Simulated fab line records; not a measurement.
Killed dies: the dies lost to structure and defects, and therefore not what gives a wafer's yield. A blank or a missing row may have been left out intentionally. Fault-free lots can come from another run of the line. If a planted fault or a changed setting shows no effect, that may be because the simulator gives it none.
fab line records / flow gf180mcu / part 2 of 2: steps 38 to 50 of 50
record lots=5 wafers=15 last-day=33
route steps=602 shown MVSD@67 MVPSD@78 VT_IMPLANT@90
lots untouched by any fault: they come from a run of this same line in which no faults occurred
start-h: hours from the record's first day to the start of the lot's first wafer shown / wait-h: time in hours since the lot's previous step / " same as the row above / L1.1+2: one row covering several wafers at once / - no value, or no start was given / * or withheld: withheld / < > ~ a bound
route shown NAME@n: a module of which the file shows steps, and the number in the route of the first / usual: mean/standard deviation of fault-free wafers / same: alike in all rows / chamber/n: place in a boat / sites: per-site readings / _std_site: how widely they spread, as a standard deviation / _edge_site: outer sites' mean less inner sites' / radius-mm: for every site, how far away it sits from the centre of the wafer / mask NAME#n: copy n / behind: the most recent tool/chamber to have shaped the wafer / hold: cause of the lot's hold/its duration in hours/its outcome / device: the n, p or np transistor that did not switch / end of line: the route-end tests of the same wafers / where a step has no rows: the recipe by itself / killed: the dies lost at the first sort to structure and to defects; this is not the yield of the wafer / map: a wafer's dies, marking killed ones x, the rest . and places with no die _
set.NAME: the setting the step ran with; set.NAME@STEP: the setting that earlier step ran with / model.NAME: the simulator's own value behind a step, which no gauge read
certain route steps with their lots: each step a table, each wafer a row
services: when a tool's chamber went out of use (start-h, in hours from the record's first day, below 0 if earlier), for how many hours, and the reason
## steps
# step GF_VT_IMPLANT_SOFTBAKE_14
# recipe temp-c=90 time-s=60 resist=NOVOLAK
lot.wafer=L077.2+3+6 tool=litho-track-03 chamber=0 start-h=137.97 wait-h=0.1
lot.wafer=L078.2+5+6 tool=litho-track-04 chamber=0 start-h=142.09 wait-h=0.1
lot.wafer=L080.1+3+5 tool=litho-track-03 chamber=0 start-h=155.20 wait-h=0.1
lot.wafer=L085.3+4+5 tool=litho-track-04 chamber=0 start-h=189.52 wait-h=0.1
lot.wafer=L093.1+2+5 tool=litho-track-02 chamber=0 start-h=236.94 wait-h=0.1
# step GF_VT_IMPLANT_EXPOSE_15
# recipe mask-id=Nwell_LV_AREA target-cd-nm=860 na=0.6 source-shape=conventional sigma-outer=0.6 dose-mj=140
lot.wafer=L077.2+3+6 tool=iline-stepper-02 chamber=0 start-h=- wait-h=- mask=Nwell_LV_AREA#0
lot.wafer=L078.2+5+6 tool=iline-stepper-01 chamber=0 start-h=- wait-h=- mask=Nwell_LV_AREA#0
lot.wafer=L080.1+3+5 tool=iline-stepper-02 chamber=0 start-h=- wait-h=- mask=Nwell_LV_AREA#0
lot.wafer=L085.3+4+5 tool=iline-stepper-01 chamber=0 start-h=- wait-h=- mask=Nwell_LV_AREA#0
lot.wafer=L093.1+2+5 tool=iline-stepper-01 chamber=0 start-h=- wait-h=- mask=Nwell_LV_AREA#0
# step GF_VT_IMPLANT_PEB_16
# recipe temp-c=withheld time-s=* resist=NOVOLAK
lot.wafer=L077.2+3+6 tool=litho-track-02 chamber=0 start-h=- wait-h=-
lot.wafer=L078.2+5+6 tool=litho-track-03 chamber=0 start-h=- wait-h=-
lot.wafer=L080.1+3+5 tool=litho-track-02 chamber=0 start-h=- wait-h=-
lot.wafer=L085.3+4+5 tool=litho-track-02 chamber=0 start-h=- wait-h=-
lot.wafer=L093.1+2+5 tool=litho-track-04 chamber=0 start-h=- wait-h=-
# step GF_VT_IMPLANT_DEVELOP_17
# recipe develop-time-s=60 dev-temp-c=23
# usual developer-temp-C=22.99/0.11
lot.wafer=L077.2 tool=litho-track-02 chamber=0 start-h=145.37 wait-h=0.1 developer-temp-C=22.86
lot.wafer=L077.3 tool=litho-track-02 chamber=0 start-h=145.37 wait-h=0.1 developer-temp-C=23.18
lot.wafer=L077.6 tool=litho-track-02 chamber=0 start-h=145.37 wait-h=0.1 developer-temp-C=23.09
lot.wafer=L078.2 tool=litho-track-03 chamber=0 start-h=149.47 wait-h=0.1 developer-temp-C=23.10
lot.wafer=L078.5 tool=litho-track-03 chamber=0 start-h=149.47 wait-h=0.1 developer-temp-C=23.16
lot.wafer=L078.6 tool=litho-track-03 chamber=0 start-h=149.47 wait-h=0.1 developer-temp-C=23.29
lot.wafer=L080.1 tool=litho-track-02 chamber=0 start-h=162.99 wait-h=0.1 developer-temp-C=23.08
lot.wafer=L080.3 tool=litho-track-02 chamber=0 start-h=162.99 wait-h=0.1 developer-temp-C=23.11
lot.wafer=L080.5 tool=litho-track-02 chamber=0 start-h=162.99 wait-h=0.1 developer-temp-C=23.00
lot.wafer=L085.3 tool=litho-track-02 chamber=0 start-h=197.34 wait-h=0.1 developer-temp-C=22.92
lot.wafer=L085.4 tool=litho-track-02 chamber=0 start-h=197.34 wait-h=0.1 developer-temp-C=22.89
lot.wafer=L085.5 tool=litho-track-02 chamber=0 start-h=197.34 wait-h=0.1 developer-temp-C=22.87
lot.wafer=L093.1 tool=litho-track-04 chamber=0 start-h=245.77 wait-h=0.1 developer-temp-C=23.01
lot.wafer=L093.2 tool=litho-track-04 chamber=0 start-h=245.77 wait-h=0.1 developer-temp-C=22.98
lot.wafer=L093.5 tool=litho-track-04 chamber=0 start-h=245.77 wait-h=0.1 developer-temp-C=22.87
# step GF_VT_IMPLANT_OVL_MEAS_18
# usual VT_IMPLANT_01_OVL=0.7/1.8
lot.wafer=L077.2 tool=overlay-01 chamber=- start-h=145.50 wait-h=0.1 VT_IMPLANT_01_OVL[nm]=2.4
lot.wafer=L077.3 tool=overlay-01 chamber=- start-h=145.50 wait-h=0.1 VT_IMPLANT_01_OVL[nm]=1.3
lot.wafer=L077.6 tool=overlay-01 chamber=- start-h=145.50 wait-h=0.1 VT_IMPLANT_01_OVL[nm]=1.4
lot.wafer=L078.2 tool=overlay-02 chamber=- start-h=149.60 wait-h=0.1 VT_IMPLANT_01_OVL[nm]=-1.3
lot.wafer=L078.5 tool=overlay-02 chamber=- start-h=149.60 wait-h=0.1 VT_IMPLANT_01_OVL[nm]=-0.1
lot.wafer=L078.6 tool=overlay-02 chamber=- start-h=149.60 wait-h=0.1 VT_IMPLANT_01_OVL[nm]=-0.8
lot.wafer=L080.1 tool=overlay-02 chamber=- start-h=163.14 wait-h=0.1 VT_IMPLANT_01_OVL[nm]=-1.9
lot.wafer=L080.3 tool=overlay-02 chamber=- start-h=163.14 wait-h=0.1 VT_IMPLANT_01_OVL[nm]=-1.3
lot.wafer=L080.5 tool=overlay-02 chamber=- start-h=163.14 wait-h=0.1 VT_IMPLANT_01_OVL[nm]=-0.2
lot.wafer=L085.3 tool=overlay-01 chamber=- start-h=197.45 wait-h=0.1 VT_IMPLANT_01_OVL[nm]=2.3
lot.wafer=L085.4 tool=overlay-01 chamber=- start-h=197.45 wait-h=0.1 VT_IMPLANT_01_OVL[nm]=1.6
lot.wafer=L085.5 tool=overlay-01 chamber=- start-h=197.45 wait-h=0.1 VT_IMPLANT_01_OVL[nm]=3.6
lot.wafer=L093.1 tool=overlay-02 chamber=- start-h=245.92 wait-h=0.1 VT_IMPLANT_01_OVL[nm]=0.4
lot.wafer=L093.2 tool=overlay-02 chamber=- start-h=245.92 wait-h=0.1 VT_IMPLANT_01_OVL[nm]=-0.6
lot.wafer=L093.5 tool=overlay-02 chamber=- start-h=245.92 wait-h=0.1 VT_IMPLANT_01_OVL[nm]=0.0
# step GF_VT_IMPLANT_IMPLANT_19
# recipe species=As energy-kev=100 dose-cm2=4.35e+12 tilt-deg=7
lot.wafer=L077.2+3+6 tool=implanter-02 chamber=0 start-h=145.55 wait-h=0.0
lot.wafer=L078.2+5+6 tool=implanter-04 chamber=0 start-h=149.66 wait-h=0.0
lot.wafer=L080.1+3+5 tool=implanter-04 chamber=0 start-h=163.18 wait-h=0.0
lot.wafer=L085.3+4+5 tool=implanter-02 chamber=0 start-h=197.53 wait-h=0.1
lot.wafer=L093.1+2+5 tool=implanter-02 chamber=0 start-h=245.95 wait-h=0.0
# step GF_VT_IMPLANT_STRIP_20
# recipe chemistry=O2/N2 power-w=1400 pressure-mtorr=1500 platen-temp-c=250 o2-flow-sccm=3000 n2-flow-sccm=300 overash-fraction=0.5
# usual drypump-motor-current-A=5.6/0.31 heater-power-w=330/34 oes-product-au=0.715/0.0051 strip-time-to-endpoint-s=12.63/0.039
lot.wafer=L077.2 tool=plasma-asher-04 chamber=0 start-h=145.68 wait-h=0.1 drypump-motor-current-A=5.4 heater-power-w=286 oes-product-au=0.719 rf-hours-counter-h=3 strip-time-to-endpoint-s=12.65
lot.wafer=L077.3 tool=plasma-asher-04 chamber=1 start-h=145.68 wait-h=0.1 drypump-motor-current-A=5.3 heater-power-w=288 oes-product-au=0.722 rf-hours-counter-h=- strip-time-to-endpoint-s=12.63
lot.wafer=L077.6 tool=plasma-asher-04 chamber=1 start-h=145.68 wait-h=0.1 drypump-motor-current-A=5.3 heater-power-w=285 oes-product-au=0.708 rf-hours-counter-h=- strip-time-to-endpoint-s=12.64
lot.wafer=L078.2 tool=plasma-asher-04 chamber=0 start-h=149.78 wait-h=0.1 drypump-motor-current-A=5.4 heater-power-w=274 oes-product-au=0.716 rf-hours-counter-h=4 strip-time-to-endpoint-s=12.66
lot.wafer=L078.5 tool=plasma-asher-04 chamber=1 start-h=149.78 wait-h=0.1 drypump-motor-current-A=5.3 heater-power-w=284 oes-product-au=0.710 rf-hours-counter-h=- strip-time-to-endpoint-s=12.66
lot.wafer=L078.6 tool=plasma-asher-04 chamber=0 start-h=149.78 wait-h=0.1 drypump-motor-current-A=5.4 heater-power-w=284 oes-product-au=0.711 rf-hours-counter-h=- strip-time-to-endpoint-s=12.64
lot.wafer=L080.1 tool=plasma-asher-01 chamber=1 start-h=163.33 wait-h=0.1 drypump-motor-current-A=5.4 heater-power-w=340 oes-product-au=0.720 rf-hours-counter-h=37 strip-time-to-endpoint-s=12.62
lot.wafer=L080.3 tool=plasma-asher-01 chamber=1 start-h=163.33 wait-h=0.1 drypump-motor-current-A=5.4 heater-power-w=332 oes-product-au=0.711 rf-hours-counter-h=- strip-time-to-endpoint-s=12.60
lot.wafer=L080.5 tool=plasma-asher-01 chamber=1 start-h=163.33 wait-h=0.1 drypump-motor-current-A=5.4 heater-power-w=344 oes-product-au=0.724 rf-hours-counter-h=- strip-time-to-endpoint-s=12.63
lot.wafer=L085.3 tool=plasma-asher-01 chamber=0 start-h=197.66 wait-h=0.1 drypump-motor-current-A=5.5 heater-power-w=350 oes-product-au=0.714 rf-hours-counter-h=- strip-time-to-endpoint-s=12.63
lot.wafer=L085.4 tool=plasma-asher-01 chamber=1 start-h=197.66 wait-h=0.1 drypump-motor-current-A=5.4 heater-power-w=332 oes-product-au=0.722 rf-hours-counter-h=- strip-time-to-endpoint-s=12.62
lot.wafer=L085.5 tool=plasma-asher-01 chamber=0 start-h=197.66 wait-h=0.1 drypump-motor-current-A=5.6 heater-power-w=351 oes-product-au=0.711 rf-hours-counter-h=- strip-time-to-endpoint-s=12.65
lot.wafer=L093.1 tool=plasma-asher-01 chamber=0 start-h=246.10 wait-h=0.1 drypump-motor-current-A=5.6 heater-power-w=344 oes-product-au=0.717 rf-hours-counter-h=46 strip-time-to-endpoint-s=12.62
lot.wafer=L093.2 tool=plasma-asher-01 chamber=1 start-h=246.10 wait-h=0.1 drypump-motor-current-A=5.4 heater-power-w=333 oes-product-au=0.718 rf-hours-counter-h=46 strip-time-to-endpoint-s=12.60
lot.wafer=L093.5 tool=plasma-asher-01 chamber=1 start-h=246.10 wait-h=0.1 drypump-motor-current-A=5.4 heater-power-w=331 oes-product-au=0.713 rf-hours-counter-h=- strip-time-to-endpoint-s=12.63
# step GF_VT_IMPLANT_TW_MEAS_21
# usual VT_IMPLANT_2_TW=1212/8
lot.wafer=L077.2 tool=film-metro-02 chamber=- start-h=145.79 wait-h=0.1 VT_IMPLANT_2_TW=1214
lot.wafer=L077.3 tool=film-metro-02 chamber=- start-h=145.79 wait-h=0.1 VT_IMPLANT_2_TW=1209
lot.wafer=L077.6 tool=film-metro-02 chamber=- start-h=145.79 wait-h=0.1 VT_IMPLANT_2_TW=1219
lot.wafer=L078.2 tool=film-metro-03 chamber=- start-h=149.89 wait-h=0.1 VT_IMPLANT_2_TW=1200
lot.wafer=L078.5 tool=film-metro-03 chamber=- start-h=149.89 wait-h=0.1 VT_IMPLANT_2_TW=1196
lot.wafer=L078.6 tool=film-metro-03 chamber=- start-h=149.89 wait-h=0.1 VT_IMPLANT_2_TW=1200
lot.wafer=L080.1 tool=film-metro-01 chamber=- start-h=163.43 wait-h=0.1 VT_IMPLANT_2_TW=1220
lot.wafer=L080.3 tool=film-metro-01 chamber=- start-h=163.43 wait-h=0.1 VT_IMPLANT_2_TW=1227
lot.wafer=L080.5 tool=film-metro-01 chamber=- start-h=163.43 wait-h=0.1 VT_IMPLANT_2_TW=1218
lot.wafer=L085.3 tool=film-metro-03 chamber=- start-h=197.75 wait-h=0.1 VT_IMPLANT_2_TW=1205
lot.wafer=L085.4 tool=film-metro-03 chamber=- start-h=197.75 wait-h=0.1 VT_IMPLANT_2_TW=1197
lot.wafer=L085.5 tool=film-metro-03 chamber=- start-h=197.75 wait-h=0.1 VT_IMPLANT_2_TW=1204
lot.wafer=L093.1 tool=film-metro-01 chamber=- start-h=246.20 wait-h=0.1 VT_IMPLANT_2_TW=1222
lot.wafer=L093.2 tool=film-metro-01 chamber=- start-h=246.20 wait-h=0.1 VT_IMPLANT_2_TW=1222
lot.wafer=L093.5 tool=film-metro-01 chamber=- start-h=246.20 wait-h=0.1 VT_IMPLANT_2_TW=1215
# step GF_VT_IMPLANT_DEHYDRATE_22
# recipe temp-c=200 time-s=60
lot.wafer=L077.2+3+6 tool=litho-track-02 chamber=0 start-h=152.97 wait-h=7.2
lot.wafer=L078.2+5+6 tool=litho-track-04 chamber=0 start-h=157.14 wait-h=7.2
lot.wafer=L080.1+3+5 tool=litho-track-04 chamber=0 start-h=170.32 wait-h=6.9
lot.wafer=L085.3+4+5 tool=litho-track-04 chamber=0 start-h=205.42 wait-h=7.7
lot.wafer=L093.1+2+5 tool=litho-track-04 chamber=0 start-h=254.52 wait-h=8.3
# step GF_VT_IMPLANT_HMDS_23
# recipe prime-time-s=60 prime-temp-c=120
lot.wafer=L077.2+3+6 tool=litho-track-02 chamber=0 start-h=153.12 wait-h=0.1
lot.wafer=L078.2+5+6 tool=litho-track-04 chamber=0 start-h=157.29 wait-h=0.1
lot.wafer=L080.1+3+5 tool=litho-track-04 chamber=0 start-h=170.47 wait-h=0.1
lot.wafer=L085.3+4+5 tool=litho-track-04 chamber=0 start-h=205.57 wait-h=0.1
lot.wafer=L093.1+2+5 tool=litho-track-04 chamber=0 start-h=254.67 wait-h=0.1
# step GF_VT_IMPLANT_COAT_24
# recipe resist=NOVOLAK spin-rpm=3000 resist-thk-nm=1000
lot.wafer=L077.2+3+6 tool=litho-track-02 chamber=0 start-h=153.27 wait-h=0.1
lot.wafer=L078.2+5+6 tool=litho-track-04 chamber=0 start-h=157.44 wait-h=0.1
lot.wafer=L080.1+3+5 tool=litho-track-04 chamber=0 start-h=170.62 wait-h=0.1
lot.wafer=L085.3+4+5 tool=litho-track-04 chamber=0 start-h=205.72 wait-h=0.1
lot.wafer=L093.1+2+5 tool=litho-track-04 chamber=0 start-h=254.82 wait-h=0.1
# step GF_VT_IMPLANT_SOFTBAKE_25
# recipe temp-c=90 time-s=60 resist=NOVOLAK
lot.wafer=L077.2+3+6 tool=litho-track-02 chamber=0 start-h=153.42 wait-h=0.1
lot.wafer=L078.2+5+6 tool=litho-track-04 chamber=0 start-h=157.59 wait-h=0.1
lot.wafer=L080.1+3+5 tool=litho-track-04 chamber=0 start-h=170.77 wait-h=0.1
lot.wafer=L085.3+4+5 tool=litho-track-04 chamber=0 start-h=205.87 wait-h=0.1
lot.wafer=L093.1+2+5 tool=litho-track-04 chamber=0 start-h=254.97 wait-h=0.1
# step GF_VT_IMPLANT_EXPOSE_26
# recipe mask-id=LVPWELL_HV_AREA target-cd-nm=860 na=0.6 source-shape=conventional sigma-outer=0.6 dose-mj=140
lot.wafer=L077.2+3+6 tool=iline-stepper-01 chamber=0 start-h=- wait-h=- mask=LVPWELL_HV_AREA#0
lot.wafer=L078.2+5+6 tool=iline-stepper-02 chamber=0 start-h=- wait-h=- mask=LVPWELL_HV_AREA#0
lot.wafer=L080.1+3+5 tool=iline-stepper-02 chamber=0 start-h=- wait-h=- mask=LVPWELL_HV_AREA#0
lot.wafer=L085.3+4+5 tool=iline-stepper-02 chamber=0 start-h=- wait-h=- mask=LVPWELL_HV_AREA#0
lot.wafer=L093.1+2+5 tool=iline-stepper-02 chamber=0 start-h=- wait-h=- mask=LVPWELL_HV_AREA#0
## services
tool=plasma-asher-01 chamber=- start-h=95.61 hours=1.9 kind=repair
tool=plasma-asher-01 chamber=- start-h=95.69 hours=0.6 kind=repair
tool=implanter-01 chamber=- start-h=103.79 hours=4.9 kind=pm
tool=plasma-asher-04 chamber=- start-h=108.75 hours=9.0 kind=pm
tool=plasma-asher-04 chamber=0 start-h=108.75 hours=9.0 kind=vent-cycle
tool=plasma-asher-04 chamber=1 start-h=108.75 hours=9.0 kind=vent-cycle
tool=implanter-03 chamber=- start-h=114.18 hours=3.5 kind=repair
tool=plasma-asher-03 chamber=- start-h=124.87 hours=4.0 kind=repair
tool=iline-stepper-02 chamber=- start-h=138.34 hours=1.7 kind=pm
tool=implanter-04 chamber=- start-h=153.30 hours=4.1 kind=pm
tool=implanter-02 chamber=- start-h=163.13 hours=3.6 kind=repair
tool=implanter-03 chamber=- start-h=164.17 hours=5.4 kind=pm
tool=plasma-asher-03 chamber=- start-h=168.31 hours=15.6 kind=pm
tool=implanter-03 chamber=- start-h=169.55 hours=6.6 kind=pm
tool=plasma-asher-02 chamber=- start-h=177.66 hours=2.8 kind=pm
tool=implanter-02 chamber=- start-h=181.83 hours=2.6 kind=pm
tool=plasma-asher-03 chamber=- start-h=183.91 hours=14.6 kind=pm
tool=implanter-03 chamber=- start-h=191.12 hours=0.8 kind=repair
tool=implanter-04 chamber=- start-h=193.90 hours=5.8 kind=pm
tool=plasma-asher-03 chamber=- start-h=198.51 hours=2.8 kind=pm
tool=iline-stepper-02 chamber=- start-h=208.95 hours=4.4 kind=pm
tool=implanter-02 chamber=- start-h=225.22 hours=2.5 kind=repair
tool=implanter-01 chamber=- start-h=238.90 hours=3.0 kind=repair
tool=implanter-04 chamber=- start-h=243.07 hours=4.9 kind=repair
